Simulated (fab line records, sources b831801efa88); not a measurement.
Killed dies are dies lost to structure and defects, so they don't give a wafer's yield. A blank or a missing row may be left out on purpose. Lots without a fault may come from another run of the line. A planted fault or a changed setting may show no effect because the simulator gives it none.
Chamber matching | flow sky130 | SKY_CONTACT_ETCH_16 on rie_diel-02: 4 sister chambers
The step etches BARC in N2/H2, stops on SiO2, time 45.9 s, target depth 60 nm. 8 wafers are shown with their chamber, then 8 later ones without.

WAFERS WITH THEIR CHAMBER
wafer  | chamber | drypump_motor_current_A (A) | oes_product_au (a.u.)
L476.5 | 0       | 6.2                         | 0.853
L477.4 | 1       | 5.6                         | 0.856
L477.6 | 0       | 6.2                         | 0.863
L478.5 | 3       | 6.3                         | 0.849
L480.1 | 2       | 5.7                         | 0.850
L480.3 | 1       | 5.6                         | 0.862
L480.5 | 2       | 5.6                         | 0.859
L488.1 | 3       | 6.3                         | 0.852

WAFERS WITHOUT THEIR CHAMBER
wafer  | drypump_motor_current_A (A) | oes_product_au (a.u.)
L488.4 | 5.6                         | 0.847
L488.5 | 5.6                         | 0.846
L492.1 | 5.5                         | 0.856
L492.4 | 5.7                         | 0.858
L492.5 | 5.6                         | 0.856
L494.4 | 6.2                         | 0.848
L494.5 | 6.3                         | 0.854
L494.6 | 6.2                         | 0.856

WHICH CHAMBER EACH WENT THROUGH
wafer  | from the rows above     | in truth
L488.4 | can't be placed: 2 or 1 | 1
L488.5 | can't be placed: 2 or 1 | 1
L492.1 | can't be placed: 1 or 2 | 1
L492.4 | can't be placed: 2 or 1 | 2
L492.5 | can't be placed: 1 or 2 | 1
L494.4 | can't be placed: 0 or 3 | 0
L494.5 | 3                       | 3
L494.6 | 0                       | 0
Placed correctly: 2 of 8. Can't be placed from these rows: 6 (the true chamber is among the candidates in 6). Placed wrongly: 0.
How it was worked out, from the rows above alone: a wafer's distance from a chamber is the root of the sum, over the readings, of the square of ((its reading less the chamber's mean) divided by the reading's scatter). The wafer belongs to the nearest chamber; if the next one is less than 2 further off, it can't be placed. A chamber's mean is the mean of its shown wafers. The scatter: the root of (the sum of the squares of (reading less its chamber's mean) over the shown wafers, divided by (wafers less chambers)).
